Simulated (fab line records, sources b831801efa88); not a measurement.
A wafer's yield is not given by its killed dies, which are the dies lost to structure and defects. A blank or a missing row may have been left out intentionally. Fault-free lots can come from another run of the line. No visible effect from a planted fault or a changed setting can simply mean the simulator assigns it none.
Which tool is to blame?	flow gf180mcu	13 lots with 39 wafers sampled at 4 steps, on a route of 602 steps

== WHAT THE GAUGES READ, wafer by wafer ==
GF_V5_THK_MEAS_25: measures by xrf.
lot	measured	on	V5_W_THK (nm)
L540	day 27 08:32	film-metro-04	357 353 351
L541	day 27 14:35	film-metro-04	350 350 346
L542	day 27 17:36	film-metro-04	351 357 356
L543	day 28 01:14	film-metro-03	350 354 352
L544	day 28 04:10	film-metro-02	362 360 360
L545	day 29 09:24	film-metro-04	355 361 354
L552	day 30 17:01	film-metro-04	359 352 354
L556	day 31 23:03	film-metro-04	357 352 347
L557	day 32 12:58	film-metro-03	347 350 348
L560	day 33 06:34	film-metro-02	357 357 359
L562	day 33 12:03	film-metro-02	355 353 353
L561	day 33 13:26	film-metro-04	358 359 355
L563	day 33 16:12	film-metro-03	358 351 348

GF_TOP_METAL_CD_MEAS_14 targets a cd of 440 nm.
lot	measured	on	cd-nm (nm)
L540	day 28 04:46	cd-sem-01	444.8 444.4 442.3
L541	day 28 11:07	cd-sem-01	439.6 437.4 439.2
L542	day 28 14:10	cd-sem-01	439.0 437.1 437.3
L543	day 28 20:55	cd-sem-02	442.9 441.5 439.6
L544	day 28 23:35	cd-sem-01	440.1 439.6 441.6
L545	day 30 04:03	cd-sem-02	437.3 437.6 438.0
L552	day 31 11:13	cd-sem-02	442.4 442.2 440.0
L556	day 32 15:34	cd-sem-02	443.3 445.7 443.6
L557	day 33 05:34	cd-sem-02	442.4 441.0 441.1
L560	day 33 21:47	cd-sem-01	439.5 439.3 441.5
L562	day 34 03:48	cd-sem-02	440.2 440.9 440.8
L561	day 34 05:03	cd-sem-01	442.5 442.9 440.6
L563	day 34 07:24	cd-sem-01	445.1 444.3 445.4

== WHICH TOOL RAN EACH LOT (tool, then ch and the chambers of the sampled wafers, then the start) ==
lot	GF_M4_STRIP_18	GF_TOP_METAL_SPUTTER_00
L540	wet-bench-01 ch 1, day 23 13:54	pvd-sputter-01, day 27 08:52
L541	wet-bench-02 ch 0, day 23 21:11	pvd-sputter-01, day 27 14:56
L542	wet-bench-01 ch 0, day 23 23:18	pvd-sputter-03, day 27 17:57
L543	wet-bench-04 ch 2, day 24 08:52	pvd-sputter-02, day 28 01:36
L544	wet-bench-02 ch 0, day 24 12:08	pvd-sputter-03, day 28 04:31
L545	wet-bench-02 ch 2, day 25 19:44	pvd-sputter-03, day 29 09:46
L552	wet-bench-02 ch 0, day 27 06:50	pvd-sputter-01, day 30 17:22
L556	wet-bench-01 ch 1, day 28 16:55	pvd-sputter-02, day 31 23:25
L557	wet-bench-01 ch 1, day 29 08:58	pvd-sputter-01, day 32 13:19
L560	wet-bench-04 ch 2, day 30 05:29	pvd-sputter-01, day 33 06:55
L562	wet-bench-02 ch 2, day 30 10:32	pvd-sputter-01, day 33 12:25
L561	wet-bench-02 ch 2, day 30 11:13	pvd-sputter-01, day 33 13:48
L563	wet-bench-04 ch 2, day 30 15:34	pvd-sputter-02, day 33 16:34
- GF_M4_STRIP_18: strips in post etch residue remover, time 1200 s.
- GF_TOP_METAL_SPUTTER_00: material Ti, target thk 37.5 nm, time 150 s.

== AS READ BY THE TOOLS THEMSELVES (means over the sampled wafers that have a number; for cases with no such wafer, the mark the record gives instead) ==
GF_TOP_METAL_SPUTTER_00.
lot	tool	throttle-valve-pct (%)
L540	pvd-sputter-01	29.8
L541	pvd-sputter-01	29.7
L542	pvd-sputter-03	30.8
L543	pvd-sputter-02	29.4
L544	pvd-sputter-03	31.4
L545	pvd-sputter-03	31.8
L552	pvd-sputter-01	30.2
L556	pvd-sputter-02	29.9
L557	pvd-sputter-01	29.8
L560	pvd-sputter-01	30.2
L562	pvd-sputter-01	29.6
L561	pvd-sputter-01	29.8
L563	pvd-sputter-02	29.5

== THE ANSWER, worked out from the rows above alone ==
Rule: what is usual is taken from the lots themselves. Put in order of their means at a reading, lots are off if they are a third of the lots or fewer, leave a main group of 4 or more, and stand apart from it by a gap of 3 or more times the standard deviation of the main group's means; of several such gaps the widest counts. The tables above print the reading to a certain number of digits; a main group whose means all agree to those digits is not used. Also off: a lot with no number at a reading for which 4 or more lots have one. The other lots that the step has rows for count as sound. Order of review: gauges by route order, followed by the tools' own readings, for which a lot's mean as printed above is used. The first step at which some lot is off is used, and at that step the reading that is off furthest; a lot without a number counts as furthest.
None of the lots is off at any reading shown; this tells nothing.

== WHAT THE SIMULATOR HAD INSERTED ==
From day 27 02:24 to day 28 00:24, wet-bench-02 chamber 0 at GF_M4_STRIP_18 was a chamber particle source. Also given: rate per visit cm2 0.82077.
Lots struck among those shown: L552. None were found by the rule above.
